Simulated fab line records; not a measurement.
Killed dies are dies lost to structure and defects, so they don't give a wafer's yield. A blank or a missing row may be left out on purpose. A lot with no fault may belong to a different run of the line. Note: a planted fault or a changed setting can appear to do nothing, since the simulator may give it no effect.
fab line records | flow sky130
record lots=10 wafers=29 last-day=50
route steps=708 shown LOCAL_INTERCONNECT@402 METAL1@451 VIA1@461 PAD_OPEN@708
lots that met no fault: from a run of the same line without faults
start-h: the number of hours between the record's first day and the start of the first shown wafer of the lot | wait-h: time in hours since the lot's previous step | " repeats the value in the row above | L1.1+2: a row that stands for several wafers | - either no value or no given start | * or withheld: withheld | < > ~ a bound
route shown NAME@n: NAME is a module with steps in the file, n the number in the route of the first one | usual: mean/standard deviation taken from wafers without a fault | same: alike in all rows | chamber/n: place in a boat | sites: the reading at each site | _std_site: standard deviation across them | _edge_site: outer sites' mean less inner sites' | radius-mm: how far each site lies from the wafer's centre | mask NAME#n: copy n | behind: the most recent tool/chamber to have shaped the wafer | hold: the reason the lot was held/the length of the hold in hours/how it ended | device: the transistor (n, p or np) that didn't switch | end of line: tests of these same wafers at the route's end | a step given without rows: its recipe and nothing more | killed: dies that structure and defects cost at the first sort, which is not the same as the wafer's yield | map: shows each die of a wafer: x if killed, . if not, _ if none is there
set.NAME: setting as actually run; set.NAME@STEP: the setting as run at that earlier step | model.NAME: the simulator's own value behind a step, which no gauge read
steps of the route over a sample of lots; a table a step, a row a wafer
services: when a tool's chamber went out of use (start-h, in hours from the record's first day, below 0 if earlier), for how many hours, and the reason
## steps
# step SKY_LOCAL_INTERCONNECT_STRIP_15
# recipe chemistry=O2/N2 power-w=1400 pressure-mtorr=1500 platen-temp-c=withheld o2-flow-sccm=3000 n2-flow-sccm=300 overash-fraction=0.5
# usual drypump-motor-current-A=5.7/0.54 o2-flow-sccm=3000/10 oes-product-au=0.427/0.0044 strip-time-to-endpoint-s=4.732/0.019
# same overash-fraction=0.5
# columns lot.wafer tool chamber start-h wait-h drypump-motor-current-A o2-flow-sccm oes-product-au rf-hours-counter-h strip-time-to-endpoint-s
L429.1 plasma-asher-02 1 691.56 0.0 5.8 3014 0.431 54 4.741
L429.3 " 0 " " 5.1 2973 0.427 - 4.731
L429.5 " 1 " " 5.8 2995 0.423 - 4.737
L430.1 plasma-asher-01 1 706.86 0.0 6.3 3009 0.427 25 4.731
L430.3 " 0 " " 5.0 3011 0.432 - 4.724
L430.4 " 1 " " 6.3 2999 0.430 - 4.735
L432.2 plasma-asher-04 1 757.37 0.0 5.5 2996 0.435 94 4.717
L432.3 " 0 " " 6.4 3009 0.432 - 4.731
L432.5 " 1 " " 5.5 2997 0.422 - 4.735
L431.3 plasma-asher-04 1 758.94 0.1 5.5 2980 0.431 - 4.730
L431.4 " 0 " " 6.4 2997 0.429 - 4.707
L431.6 " 1 " " 5.5 2979 0.429 - 4.707
L435.2 plasma-asher-02 0 760.45 0.0 5.1 3002 0.423 61 4.727
L435.4 " 0 " " 5.1 3006 0.422 - 4.700
L435.6 " 1 " " 5.8 2984 0.431 - 4.721
L434.3 plasma-asher-04 0 763.55 0.1 6.4 2983 0.428 - 4.723
L434.4 " 1 " " 5.5 3014 0.432 - 4.755
L434.6 " 0 " " 6.4 2986 0.424 - 4.739
L438.2 plasma-asher-02 1 776.20 0.0 5.8 2998 0.420 63 4.683
L438.3 " 1 " " 5.8 2986 0.426 - 4.725
L446.2 plasma-asher-01 1 852.02 0.0 6.3 3001 0.424 40 4.718
L446.3 " 0 " " 5.0 3016 0.430 - 4.727
L446.5 " 1 " " 6.4 3006 0.425 - 4.731
L449.1 plasma-asher-01 1 859.70 0.0 6.3 3003 0.429 41 4.740
L449.3 " 1 " " 6.3 2986 0.428 - 4.745
L449.5 " 1 " " 6.3 2993 0.413 - 4.764
L451.2 plasma-asher-02 0 874.18 0.1 5.1 3011 0.427 71 4.729
L451.3 " 0 " " 5.1 3014 0.424 - 4.723
L451.6 " 0 " " 5.1 3002 0.426 - 4.734
# step SKY_METAL1_DESCUM_17
# recipe chemistry=O2 source-power-w=150 bias-power-w=0 pressure-mtorr=10 temp-c=40 time-s=8
# usual drypump-motor-current-A=5.63/0.28 oes-product-au=1.000/0.0058
# columns lot.wafer tool chamber start-h wait-h drypump-motor-current-A oes-product-au rf-hours-counter-h
L429.1 rie-metal-02 1 750.28 0.0 5.74 0.997 13
L429.3 " 1 " " 5.71 0.995 -
L429.5 " 1 " " 5.71 1.005 -
L430.1 rie-metal-02 1 764.91 0.0 5.71 0.999 14
L430.3 " 1 " " 5.68 0.992 -
L430.4 " 0 " " 5.69 0.999 -
L432.2 rie-metal-02 0 815.28 0.0 5.70 1.001 7
L432.3 " 1 " " 5.73 0.997 -
L432.5 " 1 " " 5.72 1.004 -
L431.3 rie-metal-01 1 815.61 0.0 4.91 0.994 -
L431.4 " 0 " " 5.67 0.999 -
L431.6 " 1 " " 4.95 0.993 -
L435.2 rie-metal-02 0 817.25 0.0 5.67 1.002 8
L435.4 " 1 " " 5.70 0.999 -
L435.6 " 0 " " 5.69 1.002 -
L434.3 rie-metal-04 1 820.99 0.0 5.86 1.009 -
L434.4 " 0 " " 5.76 1.001 -
L434.6 " 0 " " 5.74 1.008 -
L438.2 rie-metal-04 1 831.88 0.0 5.85 0.992 15
L438.3 " 1 " " 5.89 0.989 -
L446.2 rie-metal-02 1 907.50 0.0 5.69 0.999 5
L446.3 " 0 " " 5.67 1.004 -
L446.5 " 1 " " 5.70 1.006 -
L449.1 rie-metal-04 0 914.45 0.0 5.73 0.994 10
L449.3 " 0 " " 5.75 1.002 -
L449.5 " 0 " " 5.73 1.004 -
L451.2 rie-metal-02 1 928.31 0.0 5.72 1.001 5
L451.3 " 0 " " 5.69 1.003 -
L451.6 " 1 " " 5.70 1.012 -
# step SKY_VIA1_BOW_MEAS_03
# recipe mode=bow
# usual VIA1_BOW=79/6.1
# columns lot.wafer tool chamber start-h wait-h VIA1_BOW[um]
L429.1 film-metro-02 - 751.54 0.2 68
L429.3 " - " " 80
L429.5 " - " " 76
L430.1 film-metro-03 - 766.15 0.1 81
L430.3 " - " " 81
L430.4 " - " " 79
L432.2 film-metro-01 - 816.55 0.2 86
L432.3 " - " " 77
L432.5 " - " " 77
L431.3 film-metro-01 - 816.89 0.3 84
L431.4 " - " " 84
L431.6 " - " " 77
L435.2 film-metro-02 - 819.05 0.3 79
L435.4 " - " " 84
L435.6 " - " " 85
L434.3 film-metro-02 - 822.27 0.3 82
L434.4 " - " " 82
L434.6 " - " " 82
L438.2 film-metro-01 - 833.19 0.2 78
L438.3 " - " " 76
L446.2 film-metro-02 - 908.93 0.3 77
L446.3 " - " " 86
L446.5 " - " " 87
L449.1 film-metro-02 - 915.74 0.1 87
L449.3 " - " " 73
L449.5 " - " " 86
L451.2 film-metro-01 - 929.62 0.2 75
L451.3 " - " " 77
L451.6 " - " " 87
# step SKY_VIA1_CVD_21
# recipe material=W target-thk-nm=270 time-s=80.902 temp-c=400 pressure-torr=40
# usual heater-power-w=845/89 susceptor-temp-C=400.01/0.2
# columns lot.wafer tool chamber start-h wait-h heater-power-w susceptor-temp-C
L429.1 cvd-w-02 1 779.60 0.0 762 399.83
L429.3 " 1 " " 755 400.08
L429.5 " 1 " " 765 400.00
L430.1 cvd-w-02 1 794.03 0.0 781 400.34
L430.3 " 1 " " 770 399.95
L430.4 " 0 " " 945 399.90
L432.2 cvd-w-01 1 843.27 0.0 762 399.87
L432.3 " 0 " " 951 400.24
L432.5 " 0 " " 976 400.02
L431.3 cvd-w-02 0 843.61 0.1 915 399.92
L431.4 " 1 " " 754 400.33
L431.6 " 0 " " 929 399.86
L435.2 cvd-w-02 0 846.03 0.0 959 399.57
L435.4 " 0 " " 954 399.82
L435.6 " 1 " " 738 399.80
L434.3 cvd-w-02 1 849.11 0.1 769 400.07
L434.4 " 0 " " 916 400.26
L434.6 " 1 " " 752 400.08
L438.2 cvd-w-02 0 859.68 0.0 940 399.82
L438.3 " 1 " " 756 400.09
L446.2 cvd-w-02 1 934.52 0.0 782 399.86
L446.3 " 1 " " 752 399.68
L446.5 " 1 " " 782 399.74
L449.1 cvd-w-02 1 940.68 0.0 790 399.74
L449.3 " 0 " " 923 400.13
L449.5 " 1 " " 770 399.99
L451.2 cvd-w-02 1 955.47 0.0 787 400.05
L451.3 " 1 " " 764 400.26
L451.6 " 1 " " 787 399.96
# step SKY_VIA1_RS_MEAS_22
# recipe thk-meas-gauge=four-point-probe reads=W_of_VIA1_CVD_21+TiN_of_VIA1_SPUTTER_20
# usual VIA1_W_RS=0.426/0.0066
# columns lot.wafer tool chamber start-h wait-h VIA1_W_RS[ohm/sq]
L429.1 film-metro-02 - 779.70 0.1 0.426
L429.3 " - " " 0.432
L429.5 " - " " 0.429
L430.1 film-metro-02 - 794.12 0.1 0.429
L430.3 " - " " 0.435
L430.4 " - " " 0.422
L432.2 film-metro-01 - 843.38 0.1 0.422
L432.3 " - " " 0.420
L432.5 " - " " 0.421
L431.3 film-metro-03 - 843.71 0.1 0.433
L431.4 " - " " 0.438
L431.6 " - " " 0.436
L435.2 film-metro-01 - 846.14 0.1 0.431
L435.4 " - " " 0.430
L435.6 " - " " 0.435
L434.3 film-metro-01 - 849.21 0.1 0.604
L434.4 " - " " 0.434
L434.6 " - " " 0.438
L438.2 film-metro-02 - 859.79 0.1 0.434
L438.3 " - " " 0.584
L446.2 film-metro-03 - 934.63 0.1 0.430
L446.3 " - " " 0.425
L446.5 " - " " 0.430
L449.1 film-metro-01 - 940.77 0.1 0.417
L449.3 " - " " 0.431
L449.5 " - " " 0.418
L451.2 film-metro-02 - 955.58 0.1 0.409
L451.3 " - " " 0.407
L451.6 " - " " 0.405
# step SKY_VIA1_THK_MEAS_23
# recipe thk-meas-gauge=xrf reads=W_of_VIA1_CVD_21
# usual VIA1_W_THK=265/4.7
# columns lot.wafer tool chamber start-h wait-h VIA1_W_THK[nm]
L429.1 film-metro-02 - 779.82 0.1 263
L429.3 " - " " 261
L429.5 " - " " 261
L430.1 film-metro-02 - 794.24 0.1 263
L430.3 " - " " 259
L430.4 " - " " 267
L432.2 film-metro-01 - 843.49 0.1 269
L432.3 " - " " 268
L432.5 " - " " 271
L431.3 film-metro-03 - 843.81 0.1 256
L431.4 " - " " 253
L431.6 " - " " 255
L435.2 film-metro-01 - 846.25 0.1 263
L435.4 " - " " 264
L435.6 " - " " 260
L434.3 film-metro-01 - 849.31 0.1 190
L434.4 " - " " 263
L434.6 " - " " 260
L438.2 film-metro-02 - 859.90 0.1 260
L438.3 " - " " 194
L446.2 film-metro-03 - 934.74 0.1 260
L446.3 " - " " 262
L446.5 " - " " 259
L449.1 film-metro-01 - 940.89 0.1 273
L449.3 " - " " 264
L449.5 " - " " 273
L451.2 film-metro-02 - 955.69 0.1 276
L451.3 " - " " 277
L451.6 " - " " 278
# step SKY_VIA1_CMP_24
# recipe stop-on=SiO2 t-overpolish-s=15 down-force-psi=3.5 platen-rpm=60 target-thk-nm=0 pad-velocity-m-s=0.94248
# usual edge-zone-pressure-frac=1.000/0.0053 motor-current-A=11.7/1.4 retaining-ring-pressure-frac=1.000/0.0051 slurry-filter-dp-kPa=13.52/0.15 slurry-flow-ml-min=150.0/0.48 time-to-endpoint-s=65/3.2
# columns lot.wafer tool chamber start-h wait-h edge-zone-pressure-frac motor-current-A retaining-ring-pressure-frac slurry-filter-dp-kPa slurry-flow-ml-min time-to-endpoint-s
L429.3 cmp-01 2 779.93 0.1 0.998 12.4 1.003 13.28 150.0 67
L429.1 " 3 " " 1.001 13.4 0.988 13.61 150.5 63
L429.5 " 2 " " 1.000 12.9 0.997 13.57 150.2 64
L430.1 cmp-02 0 794.35 0.1 1.000 9.8 1.002 13.62 149.5 59
L430.4 " 1 " " 0.998 11.3 1.005 13.44 149.9 64
L430.3 " 2 " " 0.996 10.8 1.000 13.58 149.7 62
L432.2 cmp-01 3 843.64 0.1 1.004 13.7 0.995 13.71 149.7 71
L432.3 " 0 " " 1.007 10.2 0.999 13.56 150.3 69
L432.5 " 1 " " 0.998 13.1 1.007 13.20 150.1 66
L431.4 cmp-02 0 843.95 0.1 0.998 10.2 1.001 13.45 149.6 64
L431.3 " 1 " " 1.006 11.2 0.999 13.80 150.4 69
L431.6 " 2 " " 1.004 10.4 1.000 13.38 149.3 68
L435.4 cmp-02 1 846.30 0.0 1.004 12.1 0.996 13.40 150.2 63
L435.2 " 2 " " 1.001 10.3 1.002 13.31 150.0 65
L435.6 " 1 " " 0.999 11.9 0.992 13.24 149.9 65
L434.4 cmp-01 2 849.40 0.1 1.017 13.3 0.997 13.63 149.5 69
L434.3 " 0 " " 0.998 10.3 1.001 13.52 150.3 50
L434.6 " 2 " " 1.013 13.1 0.995 13.53 149.7 66
L438.3 cmp-02 1 860.05 0.1 0.991 11.6 1.002 13.63 149.4 46
L438.2 " 2 " " 0.993 10.8 1.000 13.42 149.9 63
L446.2 cmp-01 1 934.89 0.1 0.997 12.6 0.997 13.33 150.0 65
L446.3 " 2 " " 1.000 12.7 0.987 13.49 150.2 68
L446.5 " 3 " " 1.003 12.6 0.999 13.44 150.0 68
L449.3 cmp-01 3 941.00 0.1 1.002 13.8 1.003 13.56 149.7 62
L449.1 " 1 " " 1.001 12.9 1.011 13.49 150.7 66
L449.5 " 2 " " 0.998 13.2 1.006 13.43 149.6 64
L451.2 cmp-01 3 956.02 0.3 0.998 13.1 1.001 13.66 149.7 69
L451.3 " 0 " " 0.997 10.5 1.009 13.71 149.7 68
L451.6 " 2 " " 1.005 13.4 0.991 13.31 150.0 71
# step SKY_PAD_OPEN_PROBE_99
# usual defect-limited-yield=82.6/1.8 killed_at_M0_to_M3=43/7 killed_at_M4_up=3.4/1.9 killed-at-contacts=24/5.4 killed-at-front-end=15/4.4 killed-at-other=0.4/0.63 killed-dies=86/9.1 killed-open=46/6.6 killed-short=39/6.6 sort_bin_3_pad_short=0.9/0.46 sort_bin_5_function=10.3/1.4 sort_bin_6_memory=6.2/1.1 sort-n-pass=406/9.1 sort-yield-pct=82.6/1.8
# same gross-dies=492 killed-at-back-side=0 sort_bin_4_leakage[%]=0 sort_bin_8_speed[%]=0
# columns lot.wafer tool chamber start-h wait-h defect-limited-yield[%] killed_at_M0_to_M3 killed_at_M4_up killed-at-contacts killed-at-front-end killed-at-other killed-dies killed-open killed-short sort_bin_3_pad_short[%] sort_bin_5_function[%] sort_bin_6_memory[%] sort-n-pass sort-yield-pct[%]
L438.2 prober-01 - 1129.13 0.1 81.1 37 4 27 25 0 93 47 44 1.2 12.0 5.7 399 81.1
L438.3 prober-01 - 1129.18 0.2 82.3 34 3 25 23 2 87 48 35 1.0 10.0 6.7 405 82.3
L446.2 prober-01 - 1183.00 0.1 85.0 41 5 16 12 0 74 48 26 0.8 9.1 5.1 418 85.0
L449.3 prober-02 - 1185.11 0.2 80.3 37 6 29 25 0 97 52 45 1.0 12.2 6.5 395 80.3
# killed by level:class
L438.2 CONTACT:geometric-particle:open=11 FIELD_ISO:geometric-particle:short=8 LI_CONTACT:geometric-particle:open=6 VIA1:geometric-particle:open=6 VIA3:geometric-particle:open=6 POLY_GATE:geometric-particle:short=5 CONTACT:geometric-particle:short=5 POLY_GATE:geometric-particle:open=4
L438.3 CONTACT:geometric-particle:open=11 POLY_GATE:geometric-particle:open=8 VIA1:geometric-particle:open=7 VIA3:geometric-particle:open=6 METAL2:geometric-particle:short=5 VIA2:geometric-particle:open=5 LI_CONTACT:geometric-particle:short=4 VIA2:geometric-particle:short=4
L446.2 VIA2:geometric-particle:open=12 VIA1:geometric-particle:open=12 LI_CONTACT:geometric-particle:open=6 CONTACT:geometric-particle:open=6 METAL4:geometric-particle:short=3 LOCAL_INTERCONNECT:geometric-particle:short=3 VIA1:geometric-particle:short=3 METAL2:geometric-particle:short=3
L449.3 CONTACT:geometric-particle:open=12 FIELD_ISO:geometric-particle:open=8 VIA2:geometric-particle:open=7 VIA1:geometric-particle:open=6 LOCAL_INTERCONNECT:geometric-particle:short=6 VIA3:geometric-particle:open=6 FIELD_ISO:geometric-particle:short=5 LI_CONTACT:geometric-particle:open=5
## services
# columns tool chamber start-h hours kind
cvd-w-02 0 670.39 4.7 repair
plasma-asher-01 - 683.63 1.3 repair
cmp-01 - 701.43 2.9 pm
cmp-01 - 705.72 3.9 pm
cvd-w-02 - 711.00 2.0 repair
cmp-02 - 735.66 0.2 repair
cvd-w-02 - 738.30 1.4 repair
cmp-01 - 741.61 0.6 repair
cvd-w-02 - 743.02 6.0 pm
cmp-02 - 743.54 17.4 pm
cmp-01 - 744.00 4.0 pm
plasma-asher-01 - 755.65 2.3 repair
cmp-01 - 802.36 3.0 repair
cmp-02 - 804.24 1.8 repair
plasma-asher-02 - 814.99 9.5 repair
cmp-02 - 817.19 6.6 pm
rie-metal-02 - 823.72 2.8 pm
cmp-01 - 834.26 2.6 repair
cmp-02 - 868.94 3.0 repair
cmp-02 - 888.41 8.2 pm
cmp-01 - 893.89 1.3 repair
plasma-asher-01 - 911.79 2.8 pm
plasma-asher-02 - 912.70 3.1 repair
cmp-02 - 919.52 4.0 pm
## key
first-sign step=SKY_VIA1_RS_MEAS_22 reading=VIA1_W_RS direction=up sigmas=25 usual=0.426 struck=0.594
effect step=SKY_VIA1_THK_MEAS_23 reading=VIA1_W_THK direction=down sigmas=15 usual=265 struck=192
effect step=SKY_VIA1_CMP_24 reading=time-to-endpoint-s direction=down sigmas=5.5 usual=* struck=*
met-at SKY_VIA1_CVD_21
struck-lots L434,L438
struck-wafers L434.3,L438.3
not-acting-at SKY_LOCAL_INTERCONNECT_STRIP_15,SKY_METAL1_DESCUM_17,SKY_VIA1_BOW_MEAS_03
onset-between 846.03 849.11
fault kind=process-parameter-drift tool=cvd-w-02 chamber=- onset-h=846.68 steps=SKY_VIA1_CVD_21 channel=target-thk-nm offset=-71.573 shape=step end-h=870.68 scope=struck-wafers-only acts-in=these-recipes-only stated=270
